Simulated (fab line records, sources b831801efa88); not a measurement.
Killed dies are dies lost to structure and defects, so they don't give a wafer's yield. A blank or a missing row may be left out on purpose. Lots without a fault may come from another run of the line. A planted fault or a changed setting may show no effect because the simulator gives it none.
fab line records | flow sky130
record lots=24 wafers=72 last_day=50
route steps=708 shown SD_N@350 LI_CONTACT@382 LOCAL_INTERCONNECT@388 CONTACT@407 METAL1@450
lots that met no fault: from a run of the same line without faults
start_h: hours from the record's first day to the start of the lot's first wafer shown | wait_h: hours since the lot's step before | " the same as in the row above | L1.1+2: a row that stands for several wafers | - no value, or no start given | * or withheld: withheld | < > ~ a bound
route shown NAME@n: a module of which the file shows steps, and the number in the route of the first | usual: mean/standard deviation of fault-free wafers | same: alike in all rows | chamber/n: place in a boat | sites: the reading at each site | _std_site: their standard deviation | _edge_site: outer sites' mean less inner sites' | radius_mm: how far each site lies from the wafer's centre | mask NAME#n: copy n | behind: the tool/chamber that last shaped the wafer | hold: why the lot was held/for how many hours/how that ended | device: the transistor (n, p or np) that didn't switch | end of line: the same wafers' tests at the end of the route | a step without rows: its recipe alone | killed: dies lost to structure and defects at the first sort, not the wafer's yield | map: a wafer's dies, x killed, . not, _ none there
set.NAME: the setting as run; set.NAME@STEP: as run at that earlier step | model.NAME: the simulator's own value behind a step, which no gauge read
steps of the route over a sample of lots; a table a step, a row a wafer
services: from which hour (start_h, from the record's first day; less than 0 if before it) a tool's chamber was out of use, for how many hours, and why
## steps
# step SKY_SD_N_OVL_MEAS_08
# usual SD_N_OVL=0.0/1.2
# columns lot.wafer tool chamber start_h wait_h SD_N_OVL[nm]
L074.1 overlay-01 - 632.80 0.1 0.9
L074.4 " - " " 1.2
L074.5 " - " " -0.8
L075.4 overlay-02 - 634.81 0.1 -0.6
L075.5 " - " " -1.0
L075.6 " - " " -0.6
L076.2 overlay-01 - 650.19 0.1 1.9
L076.4 " - " " -0.5
L076.6 " - " " 0.9
L077.2 overlay-01 - 657.16 0.1 -1.5
L077.3 " - " " -0.7
L077.4 " - " " -3.0
L078.1 overlay-02 - 663.13 0.1 0.2
L078.2 " - " " -0.9
L078.6 " - " " -0.5
L079.1 overlay-02 - 684.00 0.1 -1.0
L079.3 " - " " -1.4
L079.6 " - " " -1.5
L080.1 overlay-01 - 692.81 0.1 -0.7
L080.3 " - " " 0.7
L080.4 " - " " 0.2
L081.2 overlay-01 - 695.66 0.1 -1.7
L081.3 " - " " 1.7
L081.6 " - " " -0.9
L082.1 overlay-02 - 708.56 0.1 -1.5
L082.2 " - " " -0.1
L082.3 " - " " -2.2
L083.1 overlay-02 - 710.45 0.1 3.0
L083.3 " - " " 1.4
L083.6 " - " " 2.9
L084.1 overlay-01 - 726.91 0.1 1.7
L084.3 " - " " 0.5
L084.6 " - " " 0.1
L086.2 overlay-02 - 733.76 0.1 -1.1
L086.3 " - " " -1.2
L086.5 " - " " -0.2
L085.1 overlay-02 - 738.08 0.1 1.0
L085.5 " - " " -0.9
L085.6 " - " " 0.5
L087.1 overlay-01 - 746.46 0.1 0.2
L087.4 " - " " -1.0
L087.6 " - " " 0.5
L088.4 overlay-02 - 759.26 0.1 1.7
L088.5 " - " " 1.9
L088.6 " - " " -0.6
L089.1 overlay-01 - 762.03 0.1 -0.6
L089.3 " - " " -0.2
L089.6 " - " " 1.0
L090.1 overlay-02 - 767.88 0.1 -1.6
L090.2 " - " " -0.9
L090.5 " - " " 0.7
L091.1 overlay-01 - 775.25 0.1 1.0
L091.3 " - " " -0.7
L091.6 " - " " -0.2
L092.2 overlay-02 - 783.31 0.1 -0.8
L092.4 " - " " -0.3
L092.6 " - " " -2.0
L093.2 overlay-02 - 832.41 0.1 -1.0
L093.4 " - " " 1.7
L093.6 " - " " -0.2
L097.1 overlay-02 - 833.35 0.1 -0.9
L097.5 " - " " 0.6
L097.6 " - " " 0.4
L094.2 overlay-02 - 836.84 0.1 0.8
L094.3 " - " " 1.8
L094.4 " - " " 0.9
L096.1 overlay-01 - 837.55 0.1 -0.3
L096.2 " - " " 1.6
L096.5 " - " " 1.3
L095.1 overlay-02 - 840.26 0.1 0.7
L095.3 " - " " 0.4
L095.5 " - " " 0.0
# step SKY_LI_CONTACT_SPUTTER_20
# recipe material=TiN target_thk_nm=20 chamber_pressure_pa=5 power_w=4000 time_s=80
# usual throttle_valve_pct=30.3/1.2
# columns lot.wafer tool chamber start_h wait_h throttle_valve_pct
L074.1 pvd_sputter-04 - 663.59 0.0 29.6
L074.4 " - " " 29.6
L074.5 " - " " 32.6
L075.4 pvd_sputter-03 - 665.64 0.0 29.4
L075.5 " - " " 28.9
L075.6 " - " " 31.0
L076.2 pvd_sputter-04 - 680.96 0.0 30.7
L076.4 " - " " 29.5
L076.6 " - " " 32.5
L077.2 pvd_sputter-03 - 688.34 0.0 29.0
L077.3 " - " " 29.5
L077.4 " - " " 31.6
L078.1 pvd_sputter-04 - 695.29 0.0 29.2
L078.2 " - " " 30.7
L078.6 " - " " 29.7
L079.1 pvd_sputter-03 - 714.91 0.0 28.8
L079.3 " - " " 32.0
L079.6 " - " " 31.9
L080.1 pvd_sputter-02 - 722.18 0.0 29.6
L080.3 " - " " 28.3
L080.4 " - " " 31.1
L081.2 pvd_sputter-04 - 724.68 0.0 32.2
L081.3 " - " " 30.3
L081.6 " - " " 30.5
L082.1 pvd_sputter-03 - 737.78 0.0 29.3
L082.2 " - " " 31.8
L082.3 " - " " 31.0
L083.1 pvd_sputter-02 - 740.76 0.0 31.5
L083.3 " - " " 30.0
L083.6 " - " " 29.7
L084.1 pvd_sputter-04 - 755.70 0.0 29.9
L084.3 " - " " 32.4
L084.6 " - " " 29.4
L086.2 pvd_sputter-02 - 763.66 0.0 29.9
L086.3 " - " " 31.0
L086.5 " - " " 30.0
L085.1 pvd_sputter-03 - 767.45 0.0 32.2
L085.5 " - " " 31.0
L085.6 " - " " 29.4
L087.1 pvd_sputter-02 - 776.26 0.0 29.7
L087.4 " - " " 31.3
L087.6 " - " " 31.3
L088.4 pvd_sputter-03 - 788.46 0.0 31.1
L088.5 " - " " 31.3
L088.6 " - " " 29.2
L089.1 pvd_sputter-04 - 790.91 0.0 29.4
L089.3 " - " " 29.3
L089.6 " - " " 29.9
L090.1 pvd_sputter-04 - 797.09 0.0 30.8
L090.2 " - " " 29.5
L090.5 " - " " 29.5
L091.1 pvd_sputter-04 - 802.79 0.0 30.0
L091.3 " - " " 29.1
L091.6 " - " " 32.5
L092.2 pvd_sputter-04 - 811.95 0.0 29.6
L092.4 " - " " 30.6
L092.6 " - " " 32.2
L093.2 pvd_sputter-04 - 861.67 0.0 29.3
L093.4 " - " " 30.6
L093.6 " - " " 29.5
L097.1 pvd_sputter-02 - 861.86 0.0 29.7
L097.5 " - " " 31.2
L097.6 " - " " 29.7
L094.2 pvd_sputter-03 - 864.83 0.0 28.8
L094.3 " - " " 32.0
L094.4 " - " " 31.4
L096.1 pvd_sputter-03 - 866.51 0.0 29.6
L096.2 " - " " 29.0
L096.5 " - " " 28.9
L095.1 pvd_sputter-03 - 869.32 0.0 31.2
L095.3 " - " " 28.7
L095.5 " - " " 32.1
# step SKY_LOCAL_INTERCONNECT_RS_MEAS_01
# recipe thk_meas_gauge=four-point-probe reads=TiN_of_LOCAL_INTERCONNECT_SPUTTER_00
# usual LOCAL_INTERCONNECT_TIN_RS=14.09/0.16
# columns lot.wafer tool chamber start_h wait_h LOCAL_INTERCONNECT_TIN_RS[ohm/sq]
L074.1 film_metro-03 - 664.55 0.0 14.14
L074.4 " - " " 14.13
L074.5 " - " " 14.06
L075.4 film_metro-03 - 666.43 0.1 14.05
L075.5 " - " " 14.09
L075.6 " - " " 14.19
L076.2 film_metro-03 - 681.71 0.1 13.86
L076.4 " - " " 13.99
L076.6 " - " " 13.98
L077.2 film_metro-03 - 689.09 0.1 13.95
L077.3 " - " " 13.83
L077.4 " - " " 14.06
L078.1 film_metro-03 - 696.26 0.0 14.08
L078.2 " - " " 14.05
L078.6 " - " " 14.11
L079.1 film_metro-02 - 715.64 0.0 14.07
L079.3 " - " " 13.83
L079.6 " - " " 14.05
L080.1 film_metro-01 - 722.91 0.0 14.40
L080.3 " - " " 14.19
L080.4 " - " " 14.31
L081.2 film_metro-02 - 725.68 0.1 14.03
L081.3 " - " " 14.19
L081.6 " - " " 14.16
L082.1 film_metro-01 - 738.51 0.0 14.16
L082.2 " - " " 14.23
L082.3 " - " " 14.23
L083.1 film_metro-01 - 741.52 0.0 14.18
L083.3 " - " " 14.02
L083.6 " - " " 14.24
L084.1 film_metro-01 - 756.43 0.0 13.98
L084.3 " - " " 14.02
L084.6 " - " " 13.83
L086.2 film_metro-03 - 764.41 0.1 14.16
L086.3 " - " " 14.28
L086.5 " - " " 14.15
L085.1 film_metro-03 - 768.18 0.0 14.00
L085.5 " - " " 14.13
L085.6 " - " " 13.94
L087.1 film_metro-01 - 777.18 0.0 14.51
L087.4 " - " " 14.40
L087.6 " - " " 14.39
L088.4 film_metro-01 - 789.79 0.1 14.03
L088.5 " - " " 14.01
L088.6 " - " " 14.10
L089.1 film_metro-01 - 791.64 0.0 14.23
L089.3 " - " " 14.21
L089.6 " - " " 14.19
L090.1 film_metro-03 - 798.05 0.0 13.83
L090.2 " - " " 13.89
L090.5 " - " " 13.75
L091.1 film_metro-03 - 803.52 0.0 14.27
L091.3 " - " " 14.06
L091.6 " - " " 14.20
L092.2 film_metro-02 - 812.70 0.1 14.12
L092.4 " - " " 14.06
L092.6 " - " " 14.22
L093.2 film_metro-03 - 862.54 0.1 14.31
L093.4 " - " " 14.11
L093.6 " - " " 14.19
L097.1 film_metro-02 - 862.59 0.0 14.26
L097.5 " - " " 14.40
L097.6 " - " " 14.01
L094.2 film_metro-02 - 865.77 0.1 14.06
L094.3 " - " " 13.87
L094.4 " - " " 14.11
L096.1 film_metro-01 - 867.39 0.0 14.05
L096.2 " - " " 13.96
L096.5 " - " " 14.12
L095.1 film_metro-01 - 870.22 0.0 13.98
L095.3 " - " " 13.97
L095.5 " - " " 14.04
# step SKY_CONTACT_THK_MEAS_01
# recipe reads=Si3N4_of_CONTACT_CVD_00
# usual CONTACT_CVD_00_THK=74.9/1.1
# columns lot.wafer tool chamber start_h wait_h CONTACT_CVD_00_THK[nm]
L074.1 film_metro-04 - 694.65 - 74.6
L074.4 " - " " 74.9
L074.5 " - " " 76.3
L075.4 film_metro-02 - 696.92 - 76.6
L075.5 " - " " 74.2
L075.6 " - " " 76.0
L076.2 film_metro-04 - 710.97 - 74.1
L076.4 " - " " 75.8
L076.6 " - " " 74.6
L077.2 film_metro-03 - 717.70 - 75.2
L077.3 " - " " 74.3
L077.4 " - " " 76.0
L078.1 film_metro-03 - 724.81 - 75.4
L078.2 " - " " 74.3
L078.6 " - " " 76.2
L079.1 film_metro-04 - 743.41 - 74.8
L079.3 " - " " 75.7
L079.6 " - " " 74.8
L080.1 film_metro-04 - 751.49 - 74.2
L080.3 " - " " 75.6
L080.4 " - " " 75.9
L081.2 film_metro-04 - 753.57 - 75.7
L081.3 " - " " 75.1
L081.6 " - " " 76.8
L082.1 film_metro-04 - 767.21 - 76.3
L082.2 " - " " 74.7
L082.3 " - " " 74.7
L083.1 film_metro-02 - 769.37 - 73.9
L083.3 " - " " 72.7
L083.6 " - " " 75.2
L084.1 film_metro-03 - 784.89 - 73.7
L084.3 " - " " 75.4
L084.6 " - " " 74.6
L086.2 film_metro-04 - 792.38 - 72.9
L086.3 " - " " 74.6
L086.5 " - " " 75.7
L085.1 film_metro-02 - 795.92 - 73.8
L085.5 " - " " 74.1
L085.6 " - " " 73.7
L087.1 film_metro-02 - 804.87 - 73.9
L087.4 " - " " 75.8
L087.6 " - " " 75.9
L088.4 film_metro-02 - 816.29 - 73.7
L088.5 " - " " 75.3
L088.6 " - " " 73.8
L089.1 film_metro-02 - 818.54 - 73.7
L089.3 " - " " 74.7
L089.6 " - " " 75.4
L090.1 film_metro-04 - 825.48 - 74.4
L090.2 " - " " 74.1
L090.5 " - " " 75.8
L091.1 film_metro-03 - 831.11 - 72.9
L091.3 " - " " 73.9
L091.6 " - " " 74.5
L092.2 film_metro-02 - 840.41 - 75.3
L092.4 " - " " 76.5
L092.6 " - " " 76.1
L093.2 film_metro-04 - 888.58 - 73.1
L093.4 " - " " 76.6
L093.6 " - " " 74.1
L097.1 film_metro-03 - 889.08 - 74.8
L097.5 " - " " 74.9
L097.6 " - " " 73.8
L094.2 film_metro-03 - 892.31 - 74.9
L094.3 " - " " 73.6
L094.4 " - " " 74.6
L096.1 film_metro-02 - 894.01 - 74.5
L096.2 " - " " 76.0
L096.5 " - " " 76.3
L095.1 film_metro-03 - 896.22 - 73.0
L095.3 " - " " 74.8
L095.5 " - " " 74.6
# step SKY_CONTACT_THK_MEAS_03
# recipe reads=SiO2_of_CONTACT_HDPCVD_02
# usual CONTACT_HDPCVD_THK=565/5.6
# columns lot.wafer tool chamber start_h wait_h CONTACT_HDPCVD_THK[nm]
L074.1 film_metro-03 - 694.77 0.0 562
L074.4 " - " " 573
L074.5 " - " " 565
L075.4 film_metro-03 - 697.05 0.0 565
L075.5 " - " " 563
L075.6 " - " " 562
L076.2 film_metro-02 - 711.11 0.1 564
L076.4 " - " " 553
L076.6 " - " " 560
L077.2 film_metro-04 - 717.83 0.0 562
L077.3 " - " " 565
L077.4 " - " " 567
L078.1 film_metro-04 - 724.94 0.0 568
L078.2 " - " " 564
L078.6 " - " " 576
L079.1 film_metro-03 - 743.54 0.0 565
L079.3 " - " " 557
L079.6 " - " " 555
L080.1 film_metro-03 - 751.62 0.0 551
L080.3 " - " " 560
L080.4 " - " " 560
L081.2 film_metro-03 - 753.70 0.0 567
L081.3 " - " " 563
L081.6 " - " " 562
L082.1 film_metro-03 - 767.34 0.0 567
L082.2 " - " " 564
L082.3 " - " " 562
L083.1 film_metro-04 - 769.50 0.0 558
L083.3 " - " " 568
L083.6 " - " " 570
L084.1 film_metro-02 - 785.02 0.0 564
L084.3 " - " " 563
L084.6 " - " " 566
L086.2 film_metro-03 - 792.51 0.0 560
L086.3 " - " " 572
L086.5 " - " " 560
L085.1 film_metro-04 - 796.05 0.0 571
L085.5 " - " " 580
L085.6 " - " " 570
L087.1 film_metro-03 - 805.00 0.0 575
L087.4 " - " " 563
L087.6 " - " " 576
L088.4 film_metro-03 - 816.42 0.0 570
L088.5 " - " " 578
L088.6 " - " " 558
L089.1 film_metro-04 - 818.67 0.0 570
L089.3 " - " " 571
L089.6 " - " " 566
L090.1 film_metro-03 - 825.61 0.0 563
L090.2 " - " " 563
L090.5 " - " " 559
L091.1 film_metro-02 - 831.24 0.0 571
L091.3 " - " " 567
L091.6 " - " " 569
L092.2 film_metro-03 - 840.54 0.0 557
L092.4 " - " " 561
L092.6 " - " " 567
L093.2 film_metro-04 - 888.71 0.0 562
L093.4 " - " " 561
L093.6 " - " " 562
L097.1 film_metro-04 - 889.21 0.0 564
L097.5 " - " " 556
L097.6 " - " " 564
L094.2 film_metro-02 - 892.44 0.0 558
L094.3 " - " " 560
L094.4 " - " " 565
L096.1 film_metro-02 - 894.14 0.0 564
L096.2 " - " " 564
L096.5 " - " " 567
L095.1 film_metro-02 - 896.35 0.0 558
L095.3 " - " " 565
L095.5 " - " " 563
# step SKY_METAL1_OVL_MEAS_16
# usual METAL1_OVL=-1/5.1
# columns lot.wafer tool chamber start_h wait_h METAL1_OVL[nm]
L074.1 overlay-01 - 751.20 0.1 -3
L074.4 " - " " 0
L074.5 " - " " -3
L075.4 overlay-02 - 754.53 0.1 -1
L075.5 " - " " 2
L075.6 " - " " -3
L076.2 overlay-01 - 767.71 0.1 -1
L076.4 " - " " 0
L076.6 " - " " -1
L077.2 overlay-02 - 775.55 0.1 -5
L077.3 " - " " -1
L077.4 " - " " -5
L078.1 overlay-01 - 781.07 0.1 -1
L078.2 " - " " -4
L078.6 " - " " -4
L079.1 overlay-01 - 800.41 0.1 -1
L079.3 " - " " 1
L079.6 " - " " -4
L080.1 overlay-02 - 807.38 0.1 -2
L080.3 " - " " -4
L080.4 " - " " -2
L081.2 overlay-01 - 809.51 0.1 9
L081.3 " - " " 8
L081.6 " - " " 5
L082.1 overlay-01 - 822.81 0.1 2
L082.2 " - " " 1
L082.3 " - " " 4
L083.1 overlay-02 - 825.81 0.1 8
L083.3 " - " " 15
L083.6 " - " " 6
L084.1 overlay-02 - 840.61 0.1 2
L084.3 " - " " 0
L084.6 " - " " -3
L086.2 overlay-01 - 848.16 0.1 -8
L086.3 " - " " -5
L086.5 " - " " -3
L085.1 overlay-02 - 850.78 0.1 1
L085.5 " - " " -2
L085.6 " - " " -8
L087.1 overlay-01 - 860.16 0.1 3
L087.4 " - " " 5
L087.6 " - " " 1
L088.4 overlay-01 - 871.60 0.1 -2
L088.5 " - " " 2
L088.6 " - " " 0
L089.1 overlay-01 - 873.43 0.1 5
L089.3 " - " " -4
L089.6 " - " " 0
L090.1 overlay-02 - 880.65 0.1 5
L090.2 " - " " 7
L090.5 " - " " 2
L091.1 overlay-02 - 885.68 0.1 1
L091.3 " - " " -2
L091.6 " - " " 1
L092.2 overlay-01 - 895.06 0.1 -6
L092.4 " - " " -12
L092.6 " - " " -12
L093.2 overlay-01 - 942.99 0.1 -4
L093.4 " - " " -7
L093.6 " - " " -15
L097.1 overlay-01 - 943.06 0.1 -2
L097.5 " - " " -7
L097.6 " - " " 1
L094.2 overlay-01 - 945.19 0.1 6
L094.3 " - " " -4
L094.4 " - " " 6
L096.1 overlay-02 - 946.05 0.1 -9
L096.2 " - " " 2
L096.5 " - " " 0
L095.1 overlay-02 - 948.30 0.1 -9
L095.3 " - " " -3
L095.5 " - " " -5
## services
# columns tool chamber start_h hours kind
pvd_sputter-02 0 645.87 - consumable_replace:kit
pvd_sputter-02 0 645.87 18.0 scheduled_down
pvd_sputter-02 0 645.87 18.0 vent_cycle
pvd_sputter-04 - 689.11 0.8 repair
pvd_sputter-03 2 707.06 - consumable_replace:kit
pvd_sputter-03 2 707.06 18.0 scheduled_down
pvd_sputter-03 2 707.06 18.0 vent_cycle
pvd_sputter-04 - 715.19 2.5 repair
pvd_sputter-02 - 807.03 6.9 repair
pvd_sputter-04 3 832.59 - consumable_replace:kit
pvd_sputter-04 3 832.59 18.0 scheduled_down
pvd_sputter-04 3 832.59 18.0 vent_cycle
pvd_sputter-03 - 839.46 1.6 repair
pvd_sputter-04 - 847.50 3.9 repair
pvd_sputter-04 - 849.71 3.3 repair
## key
fault none
